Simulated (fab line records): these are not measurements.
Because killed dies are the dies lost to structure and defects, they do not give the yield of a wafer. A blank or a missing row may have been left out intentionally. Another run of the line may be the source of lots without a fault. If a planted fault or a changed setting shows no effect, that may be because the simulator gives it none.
One fault through the eyes of 2 desks || flow gf180mcu || every desk sees just its own numbers, and what lay behind them comes last

== AT THE TOOL OWNER'S DESK: pvd-sputter-01 ==
The tool's own readings at GF_M4_SPUTTER_01 (material TiN, target thk 30 nm, time 25 s): means of the sampled wafers that have a number, for each lot that ran on this tool. The brackets show how far a lot's mean lies from the usual mean; more than 4 standard deviations puts the lot out of limits, marked OUT.
Columns: A = cathode-dc-power-W at GF_M4_SPUTTER_01, usual 6500.2 W; B = throttle-valve-pct at GF_M4_SPUTTER_01, usual 30.0 %
{"lot": "L270", "first seen here": "day 24 16:39", "A": 6501.2, "B": 30.1}
{"lot": "L273", "first seen here": "day 25 14:31", "A": "6794.9 (+99 or more) OUT", "B": 30.2}
{"lot": "L274", "first seen here": "day 25 23:54", "A": "6794.4 (+99 or more) OUT", "B": 30.5}
{"lot": "L285", "first seen here": "day 29 09:08", "A": 6500.5, "B": 29.6}
{"lot": "L286", "first seen here": "day 29 10:36", "A": 6501.9, "B": 29.4}
This desk's finding: out of limits on L273, L274; first on L273, day 25 14:31 (cathode-dc-power-W at GF_M4_SPUTTER_01). In limits: L270, L285, L286.

== FROM THE METROLOGY DESK ==
Means of the sampled wafers that have a number, per lot and without regard to the tool the lot ran on: this is what the gauges read. The brackets show how far a lot's mean lies from the usual mean; more than 4 standard deviations puts the lot out of limits, marked OUT.
Columns: A = M4_ALCU_THK at GF_M4_THK_MEAS_06, usual 457 nm
{"lot": "L266", "first seen here": "day 23 09:32", "A": 457}
{"lot": "L267", "first seen here": "day 23 13:45", "A": 461}
{"lot": "L269", "first seen here": "day 24 05:56", "A": 452}
{"lot": "L270", "first seen here": "day 24 16:53", "A": 459}
{"lot": "L273", "first seen here": "day 25 14:46", "A": 459}
{"lot": "L274", "first seen here": "day 26 00:08", "A": 451}
{"lot": "L275", "first seen here": "day 26 05:44", "A": 456}
{"lot": "L281", "first seen here": "day 28 04:04", "A": 456}
{"lot": "L282", "first seen here": "day 28 10:11", "A": 459}
{"lot": "L283", "first seen here": "day 28 19:00", "A": 459}
{"lot": "L284", "first seen here": "day 29 02:43", "A": 456}
{"lot": "L285", "first seen here": "day 29 09:24", "A": 456}
{"lot": "L286", "first seen here": "day 29 10:51", "A": 462}
Result from this desk: across the 13 lots, nothing is out of limits.

== TAKEN TOGETHER ==
At day 25 14:31, on L273, L274, the tool owner's desk was in a position to raise an alarm.
Metrology desk: nothing out of limits seen.
The metrology desk holds a record of L273, L274, inside its limits.
All the named lots went through GF_M4_SPUTTER_01 on pvd-sputter-01.

== WHAT HAD BEEN PUT IN BY THE SIMULATOR ==
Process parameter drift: pvd-sputter-01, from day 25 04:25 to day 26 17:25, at GF_M4_SPUTTER_01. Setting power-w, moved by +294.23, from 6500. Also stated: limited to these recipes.
Lots struck among those shown: L273, L274.
Hours from the fault's start to each desk's first reading out of limits: the tool owner's desk, 10.
